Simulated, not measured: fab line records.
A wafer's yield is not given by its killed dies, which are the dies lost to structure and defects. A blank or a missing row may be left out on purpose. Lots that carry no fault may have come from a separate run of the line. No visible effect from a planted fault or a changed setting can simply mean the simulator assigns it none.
fab line records ; flow sky130 ; part 2 of 2: steps 33 to 33 of 33
record lots=6; wafers=18; last_day=50
route steps=708 shown LOCAL_INTERCONNECT@394 CONTACT@406 PAD_OPEN@708
lots untouched by any fault: they come from a run of this same line in which no faults occurred
start_h: hours from the record's first day to the start of the lot's first wafer shown ; wait_h: hours since the lot's step before ; " same as the row above ; L1.1+2: a row that stands for several wafers ; - no value present, or no start provided ; * or withheld: withheld ; < > ~ a bound
route shown NAME@n: names a module that has steps shown in the file, with the first one's number in the route ; usual: mean/standard deviation of fault-free wafers ; same: alike in all rows ; chamber/n: place in a boat ; sites: readings site by site ; _std_site: the values' standard deviation ; _edge_site: inner sites' mean taken away from outer sites' mean ; radius_mm: how far each site lies from the wafer's centre ; mask NAME#n: copy n ; behind: the most recent tool/chamber to have shaped the wafer ; hold: the reason the lot was held/the length of the hold in hours/how it ended ; device: the transistor (n, p or np) that didn't switch ; end of line: the tests these same wafers got at the end of their route ; where a step has no rows: the recipe by itself ; killed: count of dies lost to structure and defects at first sort (not the wafer's yield) ; map: dies across one wafer; x = killed, . = not, _ = none there
set.NAME: setting as actually run; set.NAME@STEP: the setting as run at that earlier step ; model.NAME: the simulator's own value behind a step, which no gauge read
lots at selected steps of the route; one table per step, one row per wafer
services: when a tool's chamber went out of use (start_h, in hours from the record's first day, below 0 if earlier), for how many hours, and the reason
## steps
# step SKY_PAD_OPEN_PROBE_99
# usual killed_at_M0_to_M3=43/7.3; killed_at_M4_up=3.1/1.7; killed_at_contacts=24/4.7; killed_at_front_end=15/4.6; killed_at_other=0.3/0.55; killed_dies=86/9.7; killed_open=47/6.7; killed_short=39/6.5
# same gross_dies=492; killed_at_back_side=0
lot.wafer;tool;chamber;start_h;wait_h;killed_at_M0_to_M3;killed_at_M4_up;killed_at_contacts;killed_at_front_end;killed_at_other;killed_dies;killed_open;killed_short
L579.2;prober-02;-;1100.80;0.1;53;2;28;20;0;103;59;44
L579.5;prober-02;-;1100.95;0.2;53;8;25;24;1;111;60;51
L579.6;prober-02;-;1101.00;0.2;38;2;22;13;0;75;43;32
L581.3;prober-02;-;1112.12;0.2;29;8;24;18;0;79;38;41
L581.4;prober-02;-;1112.17;0.2;39;4;17;11;0;71;37;34
L581.6;prober-02;-;1112.27;0.2;49;4;16;14;1;84;41;43
L589.1;prober-02;-;1154.24;0.1;28;3;23;13;0;67;35;32
L589.3;prober-02;-;1154.34;0.2;33;5;25;18;1;82;46;36
L589.4;prober-02;-;1154.39;0.2;31;2;12;21;2;68;40;28
L591.1;prober-02;-;1163.66;0.1;27;1;24;20;0;72;46;26
L591.2;prober-02;-;1163.71;0.1;41;2;22;10;0;75;48;27
L591.5;prober-02;-;1163.86;0.2;34;2;28;13;0;77;48;29
L594.2;prober-01;-;1194.61;0.1;36;1;29;20;0;86;54;32
L594.5;prober-01;-;1194.76;0.2;35;1;20;12;0;68;34;34
L594.6;prober-01;-;1194.81;0.2;34;2;22;13;1;72;40;32
L592.1;prober-02;-;1198.34;0.1;44;3;27;8;0;82;37;45
L592.3;prober-02;-;1198.44;0.2;58;3;20;10;1;92;41;51
L592.6;prober-02;-;1198.59;0.2;36;2;29;15;0;82;47;35
# killed by level:class
L579.2 LI_CONTACT:geometric_particle:open=11 FIELD_ISO:geometric_particle:open=10 METAL1:geometric_particle:short=10 VIA1:geometric_particle:open=10 VIA2:geometric_particle:open=9 CONTACT:geometric_particle:open=6 CONTACT:geometric_particle:short=5 VIA1:geometric_particle:short=5
L579.5 VIA1:geometric_particle:open=16 CONTACT:geometric_particle:open=9 VIA3:geometric_particle:open=9 FIELD_ISO:geometric_particle:short=7 LI_CONTACT:geometric_particle:open=7 VIA2:geometric_particle:open=7 METAL1:geometric_particle:short=7 METAL4:geometric_particle:short=7
L579.6 VIA1:geometric_particle:open=12 VIA2:geometric_particle:open=8 CONTACT:geometric_particle:open=7 POLY_GATE:geometric_particle:short=6 LI_CONTACT:geometric_particle:open=6 VIA1:geometric_particle:short=5 VIA3:geometric_particle:open=4 LI_CONTACT:geometric_particle:short=3
L581.3 LI_CONTACT:geometric_particle:open=9 METAL4:geometric_particle:short=8 CONTACT:geometric_particle:short=6 CONTACT:geometric_particle:open=6 FIELD_ISO:geometric_particle:open=4 POLY_GATE:geometric_particle:open=4 POLY_GATE:geometric_particle:short=4 VIA1:geometric_particle:open=4
L581.4 VIA1:geometric_particle:open=10 METAL1:geometric_particle:short=6 VIA3:geometric_particle:open=5 CONTACT:geometric_particle:open=5 POLY_GATE:geometric_particle:open=4 METAL3:geometric_particle:short=4 FIELD_ISO:geometric_particle:short=3 VIA1:geometric_particle:short=3
L581.6 METAL1:geometric_particle:short=9 VIA3:geometric_particle:open=8 VIA2:geometric_particle:open=7 FIELD_ISO:geometric_particle:open=6 CONTACT:geometric_particle:open=6 VIA1:geometric_particle:open=6 METAL3:geometric_particle:short=5 METAL2:geometric_particle:short=5
L589.1 VIA1:geometric_particle:open=10 LI_CONTACT:geometric_particle:open=8 POLY_GATE:geometric_particle:short=6 LOCAL_INTERCONNECT:geometric_particle:short=5 CONTACT:geometric_particle:open=5 METAL1:geometric_particle:short=4 VIA1:geometric_particle:short=4 METAL2:geometric_particle:short=4
L589.3 CONTACT:geometric_particle:open=10 VIA3:geometric_particle:open=8 POLY_GATE:geometric_particle:open=7 VIA1:geometric_particle:open=7 VIA1:geometric_particle:short=6 LI_CONTACT:geometric_particle:open=5 CONTACT:geometric_particle:short=5 METAL4:geometric_particle:short=5
L589.4 VIA1:geometric_particle:open=8 VIA3:geometric_particle:open=5 POLY_GATE:geometric_particle:open=5 CONTACT:geometric_particle:open=5 FIELD_ISO:geometric_particle:short=4 POLY_GATE:geometric_particle:short=4 LI_CONTACT:geometric_particle:open=4 METAL1:geometric_particle:short=4
L591.1 VIA1:geometric_particle:open=10 CONTACT:geometric_particle:open=9 POLY_GATE:geometric_particle:open=6 LOCAL_INTERCONNECT:geometric_particle:short=5 CONTACT:geometric_particle:short=5 VIA1:geometric_particle:short=5 FIELD_ISO:geometric_particle:open=4 LI_CONTACT:geometric_particle:open=3
L591.2 VIA1:geometric_particle:open=12 LI_CONTACT:geometric_particle:open=7 CONTACT:geometric_particle:open=6 VIA2:geometric_particle:open=6 VIA1:geometric_particle:short=5 VIA3:geometric_particle:open=5 CONTACT:geometric_particle:short=4 FIELD_ISO:geometric_particle:open=3
L591.5 LI_CONTACT:geometric_particle:open=12 VIA3:geometric_particle:open=8 CONTACT:geometric_particle:open=7 VIA1:geometric_particle:open=7 FIELD_ISO:geometric_particle:short=4 CONTACT:geometric_particle:short=4 FIELD_ISO:geometric_particle:open=3 METAL1:geometric_particle:short=3
L594.2 CONTACT:geometric_particle:open=9 LI_CONTACT:geometric_particle:open=9 VIA2:geometric_particle:open=9 POLY_GATE:geometric_particle:open=7 FIELD_ISO:geometric_particle:open=6 VIA1:geometric_particle:open=6 VIA1:geometric_particle:short=6 LI_CONTACT:geometric_particle:short=5
L594.5 METAL2:geometric_particle:short=8 CONTACT:geometric_particle:open=7 VIA2:geometric_particle:open=7 CONTACT:geometric_particle:short=6 FIELD_ISO:geometric_particle:open=4 FIELD_ISO:geometric_particle:short=4 VIA1:geometric_particle:open=4 METAL3:geometric_particle:short=4
L594.6 LI_CONTACT:geometric_particle:open=7 VIA1:geometric_particle:open=7 VIA2:geometric_particle:open=7 LI_CONTACT:geometric_particle:short=6 FIELD_ISO:geometric_particle:open=5 VIA3:geometric_particle:open=5 FIELD_ISO:geometric_particle:short=4 CONTACT:geometric_particle:open=4
L592.1 CONTACT:geometric_particle:short=11 VIA1:geometric_particle:open=11 CONTACT:geometric_particle:open=9 METAL1:geometric_particle:short=5 VIA2:geometric_particle:open=5 VIA3:geometric_particle:open=5 VIA1:geometric_particle:short=4 METAL2:geometric_particle:short=4
L592.3 VIA3:geometric_particle:open=13 METAL1:geometric_particle:short=9 VIA1:geometric_particle:open=8 CONTACT:geometric_particle:open=7 LOCAL_INTERCONNECT:geometric_particle:short=6 FIELD_ISO:geometric_particle:short=5 VIA2:geometric_particle:open=5 METAL3:geometric_particle:short=5
L592.6 CONTACT:geometric_particle:open=10 LI_CONTACT:geometric_particle:open=8 VIA3:geometric_particle:open=8 VIA1:geometric_particle:open=8 CONTACT:geometric_particle:short=6 METAL1:geometric_particle:short=5 SPACER:geometric_particle:open=5 FIELD_ISO:geometric_particle:short=3
## services
tool;chamber;start_h;hours;kind
rie_diel-04;0;732.69;9.7;repair
plasma_asher-02;-;733.75;9.0;pm
rie_diel-04;-;737.18;0.6;repair
pecvd-04;-;739.67;1.0;repair
rie_diel-01;-;742.65;2.8;pm
plasma_asher-02;-;744.18;2.7;repair
plasma_asher-01;-;749.83;0.6;repair
rie_diel-01;3;750.11;1.7;repair
rie_diel-01;2;750.57;6.7;repair
rie_diel-01;0;751.10;2.6;repair
rie_diel-04;-;761.04;0.3;repair
rie_metal-03;1;786.18;8.1;repair
rie_diel-04;1;788.64;5.3;repair
pecvd-04;-;801.51;2.8;pm
pecvd-04;0;819.16;1.9;repair
plasma_asher-01;-;823.15;2.8;pm
pecvd-04;0;823.25;2.0;repair
rie_metal-01;0;835.39;2.6;repair
pecvd-04;-;840.70;0.8;pm
rie_diel-01;-;843.05;1.0;repair
rie_metal-03;1;846.14;26.1;repair
rie_metal-03;-;846.47;2.8;pm
pecvd-04;-;871.40;0.9;repair
rie_diel-04;1;873.22;5.3;repair
